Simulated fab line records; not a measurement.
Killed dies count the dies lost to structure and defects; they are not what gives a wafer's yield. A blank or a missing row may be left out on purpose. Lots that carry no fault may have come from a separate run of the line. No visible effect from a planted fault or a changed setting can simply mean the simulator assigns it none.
A struck lot beside a sound one || flow sky130 || 32 out of 708 route steps
Sound: these wafers, L809.1, L809.2, L809.3. Wafers L823.1, L823.2, L823.6 were the ones struck. The cause comes at the end.
At each step with rows: each side's tool, then ch and its chambers, then its first start. Under that, the readings that differ: sound wafers || struck wafers || difference of the means || sigmas: that difference in standard deviations of wafers without a fault.
alike: readings whose means differ by less than 2 such deviations, and words and numbers that are the same on both sides. not compared: withheld readings, readings that some wafer has no value for, bounds like >300 that may hide the same value, and numbers for which the record gives no deviation and whose values overlap.
The two part at a step that has a row with sigmas, a row that says differs or no value, or rows on one side only. Non-overlapping numbers with no deviation appear without sigmas and do not part them. A reading that every wafer of one side lacks parts them only if that side has two wafers or more.

SKY_FIELD_ISO_BOW_MEAS_00:
  sound on filmMetro-03 at day 2 06:00; struck on filmMetro-03 at day 5 04:00
  alike: INCOMING_BOW
SKY_FIELD_ISO_OXIDATION_01: stabilise 600 s, purge 300 s, target thk 12 nm.
  sound on furnace-02 ch 0, day 2 09:55; struck on furnace-02 ch 0, day 5 04:52
  alike: zonePowerLowerPct
SKY_FIELD_ISO_THK_MEAS_02:
  sound on filmMetro-03 at day 2 11:26; struck on filmMetro-03 at day 5 06:22
  alike: FIELD_ISO_OXIDATION_00_THK
then, 1 step without rows for these wafers: SKY_FIELD_ISO_CVD_03 (deposits Si3N4 from DCS/NH3, target thk 165 nm, time 2830 s).
SKY_FIELD_ISO_THK_MEAS_04:
  sound on filmMetro-04 at day 2 13:57; struck on filmMetro-02 at day 5 11:14
{"reading": "FIELD_ISO_CVD_03_THK (nm)", "sound": "162.8 162.5 162.7", "struck": "167.3 167.8 166.6", "difference": "+4.6", "sigmas": "+3"}
then, 8 steps without rows for these wafers: SKY_FIELD_ISO_DEHYDRATE_05 (time 60 s); SKY_FIELD_ISO_HMDS_06 (prime time 60 s); SKY_FIELD_ISO_COAT_07 (resist thk 60 nm); SKY_FIELD_ISO_COAT_08 (resist thk 450 nm); SKY_FIELD_ISO_SOFTBAKE_09 (time 90 s); SKY_FIELD_ISO_EXPOSE_10 (exposes mask FOM, target cd 150 nm); SKY_FIELD_ISO_PEB_11; SKY_FIELD_ISO_DEVELOP_12 (develop time 60 s).
SKY_FIELD_ISO_CD_MEAS_13: target cd 150 nm.
  sound on cdSem-02 at day 3 04:04; struck on cdSem-01 at day 6 05:01
{"reading": "cdNm (nm)", "sound": "149.1 148.5 148.5", "struck": "153.2 153.8 152.5", "difference": "+4.5", "sigmas": "+3"}
SKY_FIELD_ISO_ETCH_14: etches BARC in N2/H2, stops on SiO2, time 45.9 s, target depth 60 nm.
  sound on rieDiel-02 ch 1,2,3, day 3 04:11; struck on rieDiel-01 ch 0,1,2, day 6 05:08
  alike: drypumpMotorCurrentA, oesProductAu, throttleValvePct
  not compared: rfHoursCounterH
SKY_FIELD_ISO_ETCH_15: etches the open film in CHF3/O2, stops on Si, target depth 180 nm, time 72 s.
  sound on rieDiel-02 ch 1,2,3, day 3 04:14; struck on rieDiel-01 ch 0,1,2, day 6 05:11
  alike: drypumpMotorCurrentA, oesProductAu, throttleValvePct
  not compared: rfHoursCounterH
SKY_FIELD_ISO_STRIP_16: strips in O2/N2.
  sound on plasmaAsher-03 ch 0,1, day 3 04:17; struck on plasmaAsher-02 ch 0,1, day 6 05:14
  alike: drypumpMotorCurrentA, o2FlowSccm, oesProductAu, stripTimeToEndpointS
  not compared: rfHoursCounterH
SKY_FIELD_ISO_ETCH_17: etches Si in HBr/Cl2/O2, target depth 342 nm, time 97.7 s.
  sound on rieSi-02 ch 0,1,2, day 3 04:23; struck on rieSi-01 ch 1,2,3, day 6 05:20
  alike: drypumpMotorCurrentA, mfcCl2Sccm, oesProductAu, throttleValvePct
  not compared: rfHoursCounterH
then, 5 steps without rows for these wafers: SKY_FIELD_ISO_WET_ETCH_18 (etches Si3N4 in H3PO4, target depth 25 nm, time 286 s); SKY_FIELD_ISO_CLEAN_19 (cleans in SC1/SC2, time 150 s); SKY_FIELD_ISO_CLEAN_20 (cleans in dHF, time 20 s); SKY_FIELD_ISO_WET_ETCH_21 (etches SiO2 in dHF, target depth 20 nm, time 400 s); SKY_FIELD_ISO_OXIDATION_22 (stabilise 600 s, purge 300 s, target thk 10 nm).
SKY_FIELD_ISO_THK_MEAS_23:
  sound on filmMetro-04 at day 3 07:47; struck on filmMetro-02 at day 6 07:49
  alike: FIELD_ISO_OXIDATION_01_THK
then, 1 step without rows for these wafers: SKY_FIELD_ISO_CVD_24 (deposits SiO2, target thk 595 nm, time 99.2 s).
SKY_FIELD_ISO_THK_MEAS_25:
  sound on filmMetro-03 at day 3 07:55; struck on filmMetro-04 at day 6 07:56
  alike: FIELD_ISO_CVD_24_THK
then, 1 step without rows for these wafers: SKY_FIELD_ISO_ANNEAL_26 (time 1800 s).
SKY_FIELD_ISO_CMP_27: polishes, stops on Si3N4, t overpolish 16 s, target thk 457.8 nm.
  sound on cmp-02 ch 0,1,2, day 3 10:07; struck on cmp-01 ch 0,2,3, day 6 09:36
{"reading": "timeToEndpointS (s)", "sound": "116.0 112.1 116.0", "struck": "118.4 124.5 122.5", "difference": "+7.1", "sigmas": "+2"}
  alike: motorCurrentA, overpolishRunS
then, 3 steps without rows for these wafers: SKY_FIELD_ISO_WET_ETCH_28 (etches SiO2 in dHF, target depth 23.7 nm, time 47 s); SKY_FIELD_ISO_WET_ETCH_29 (etches Si3N4 in H3PO4, target depth 160 nm, time 1825 s); SKY_FIELD_ISO_WET_ETCH_30 (etches SiO2 in dHF, target depth 25 nm, time 50 s).
-- a jump in the record: the struck wafers' starts before and after are 45 days apart (it breaks off in module FIELD_ISO and resumes in module PAD_OPEN, where the first step shown is number 708 of the route) --
SKY_PAD_OPEN_PROBE_99:
  record: rows for the struck wafers here (prober-02, day 51 11:30), none for the sound ones

## WHERE THEY PART
Last at SKY_PAD_OPEN_PROBE_99 as far as this record goes, first at SKY_FIELD_ISO_THK_MEAS_04.

WHY: the cause the simulator had injected
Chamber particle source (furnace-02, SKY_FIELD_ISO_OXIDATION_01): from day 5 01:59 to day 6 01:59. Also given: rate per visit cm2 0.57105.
